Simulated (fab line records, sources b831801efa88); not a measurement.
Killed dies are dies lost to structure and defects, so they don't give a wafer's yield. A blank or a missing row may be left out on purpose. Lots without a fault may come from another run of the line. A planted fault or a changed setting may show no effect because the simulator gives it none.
One fault seen from 2 desks | flow gf180mcu | each desk has only its own numbers; what lay behind them comes last

THE TOOL OWNER'S DESK: pvd_sputter-01
The tool's own readings at GF_M4_SPUTTER_01 (material TiN, target thk 30 nm, time 25 s): means of the sampled wafers that have a number, for each lot that ran on this tool. A lot is out of limits, marked OUT, if its mean lies more than 4 standard deviations from the usual mean; the brackets give that distance.
Columns: A = cathode_dc_power_W at GF_M4_SPUTTER_01, usual 6500.2 W; B = throttle_valve_pct at GF_M4_SPUTTER_01, usual 30.6 %
lot  | first seen here | A                        | B
L416 | day 22 16:24    | 6499.8                   | 32.1
L423 | day 25 03:13    | 6728.8 (+99 or more) OUT | 31.6
L424 | day 25 09:13    | 6729.4 (+99 or more) OUT | 32.5
This desk's finding: out of limits on L423, L424; first on L423, day 25 03:13 (cathode_dc_power_W at GF_M4_SPUTTER_01). In limits: L416.

THE METROLOGY DESK
What the gauges read, lot by lot, whatever tool the lot ran on: means of the sampled wafers that have a number. A lot is out of limits, marked OUT, if its mean lies more than 4 standard deviations from the usual mean; the brackets give that distance.
Columns: A = V3_W_RS at GF_V3_RS_MEAS_24, usual 0.328 ohm/sq; B = V3_W_THK at GF_V3_THK_MEAS_25, usual 351 nm
lot  | first seen here | A     | B
L416 | day 22 15:49    | 0.329 | 351
L417 | day 22 19:01    | 0.326 | 354
L423 | day 25 02:40    | 0.328 | 352
L424 | day 25 08:40    | 0.326 | 349
L433 | day 28 06:50    | 0.328 | 348
L434 | day 28 09:25    | 0.325 | 346
This desk's finding: nothing out of limits on any of the 6 lots.

PUT TOGETHER
The tool owner's desk could have raised an alarm at day 25 03:13, on L423, L424.
The metrology desk saw nothing out of limits.
The metrology desk has L423, L424 on record, within its limits.
Of the lots named, all ran GF_M4_SPUTTER_01 on pvd_sputter-01.

WHAT THE SIMULATOR HAD PUT IN
Process parameter drift: pvd_sputter-01, from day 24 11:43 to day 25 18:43, at GF_M4_SPUTTER_01. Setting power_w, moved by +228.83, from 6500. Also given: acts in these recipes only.
Lots struck among those shown: L423, L424.
Hours from the fault's start to each desk's first reading out of limits: the tool owner's desk, 16.
